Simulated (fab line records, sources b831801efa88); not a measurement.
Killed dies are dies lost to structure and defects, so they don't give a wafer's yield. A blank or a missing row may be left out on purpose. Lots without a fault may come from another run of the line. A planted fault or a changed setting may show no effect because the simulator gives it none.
A struck lot beside a sound one | flow sky130 | 15 steps out of a route of 708
Sound: wafers L735.2, L735.4, L735.6. Struck: wafers L740.1, L740.5, L740.6. The cause comes at the end.
At each step with rows: each side's tool, then ch and its chambers, then its first start. Under that, the readings that differ: sound wafers | struck wafers | difference of the means | sigmas: that difference in standard deviations of wafers without a fault.
alike: readings whose means differ by less than 2 such deviations, and words and numbers that are the same on both sides. not compared: withheld readings, readings that some wafer has no value for, bounds like >300 that may hide the same value, and numbers for which the record gives no deviation and whose values overlap.
The two part at a step that has a row with sigmas, a row that says differs or no value, or rows on one side only. Numbers that don't overlap but have no deviation are shown without sigmas and don't part them. A reading that every wafer of one side lacks parts them only if that side has two wafers or more.

first, 5 steps without rows for these wafers: SKY_SONOS_TUNNEL_COAT_02 (resist thk 1140 nm); SKY_SONOS_TUNNEL_SOFTBAKE_03 (time 60 s); SKY_SONOS_TUNNEL_EXPOSE_04 (exposes mask TUNM, target cd 410 nm); SKY_SONOS_TUNNEL_PEB_05; SKY_SONOS_TUNNEL_DEVELOP_06 (develop time 60 s).
SKY_SONOS_TUNNEL_CD_MEAS_07: target cd 410 nm.
  sound on cd_sem-02, day 12 15:51; struck on cd_sem-02, day 14 13:40
  alike: cd_nm
SKY_SONOS_TUNNEL_OVL_MEAS_08:
  sound on overlay-01, day 12 15:57; struck on overlay-01, day 14 13:47
  reading               | sound       | struck         | difference | sigmas
  SONOS_TUNNEL_OVL (nm) | 2.1 0.6 0.1 | -3.9 -4.5 -4.1 | -5.1       | -4
then, 3 steps without rows for these wafers: SKY_SONOS_TUNNEL_IMPLANT_09; SKY_SONOS_TUNNEL_WET_ETCH_10 (etches SiO2 in dHF, target depth 14 nm, time 280 s); SKY_SONOS_TUNNEL_STRIP_11 (strips in SPM, time 600 s).
SKY_SONOS_TUNNEL_TW_MEAS_12:
  sound on film_metro-04, day 12 16:35; struck on film_metro-03, day 14 14:14
  alike: SONOS_TUNNEL_TW
then, 1 step without rows for these wafers: SKY_SONOS_TUNNEL_CLEAN_13 (cleans in dHF, time 20 s).
-- the record jumps here: 3 days lie between the struck wafers' starts before and after (it left off in module SONOS_TUNNEL and takes up again in module SONOS_ONO, whose first step shown is number 168 of the route) --
SKY_SONOS_ONO_OXIDATION_00: stabilise 600 s, purge 300 s, target thk 2.6 nm.
  sound on furnace-01 ch 0, day 12 17:53; struck on furnace-01 ch 0, day 17 02:38
  alike: ox_temp_c
SKY_SONOS_ONO_THK_MEAS_01:
  sound on film_metro-02, day 12 19:15; struck on film_metro-02, day 17 03:59
  alike: SONOS_ONO_OXIDATION_THK
-- the record jumps here: 34 days lie between the struck wafers' starts before and after (it left off in module SONOS_ONO and takes up again in module PAD_OPEN, whose first step shown is number 708 of the route) --
SKY_PAD_OPEN_PROBE_99:
  sound on prober-01, day 46 11:58; struck on prober-02, day 50 16:49
  reading                               | sound                   | struck                | difference | sigmas
  model.etest.cap_ono.gate_bv_v (V)     | 15.64 16.24 16.52       | 15.04 15.01 14.8      | -1.18      |
  model.etest.sonos_baked.vt_v (V)      | 1.099 1.061 1.01        | 0.8853 0.9164 0.9397  | -0.1429    |
  model.etest.sonos_baked.vt_less_v (V) | -0.5268 -0.5777 -0.5901 | -0.635 -0.635 -0.6489 | -0.075     |
  alike: killed_at_M0_to_M3, killed_at_M4_up, killed_at_contacts, killed_at_front_end, killed_at_other, killed_dies, killed_open, killed_short

WHERE THEY PART
Only at SKY_SONOS_TUNNEL_OVL_MEAS_08, within this record. Later steps at which nothing parts them and some readings are alike: SKY_SONOS_TUNNEL_TW_MEAS_12, SKY_SONOS_ONO_OXIDATION_00, SKY_SONOS_ONO_THK_MEAS_01, SKY_PAD_OPEN_PROBE_99.

WHY: what the simulator had put in
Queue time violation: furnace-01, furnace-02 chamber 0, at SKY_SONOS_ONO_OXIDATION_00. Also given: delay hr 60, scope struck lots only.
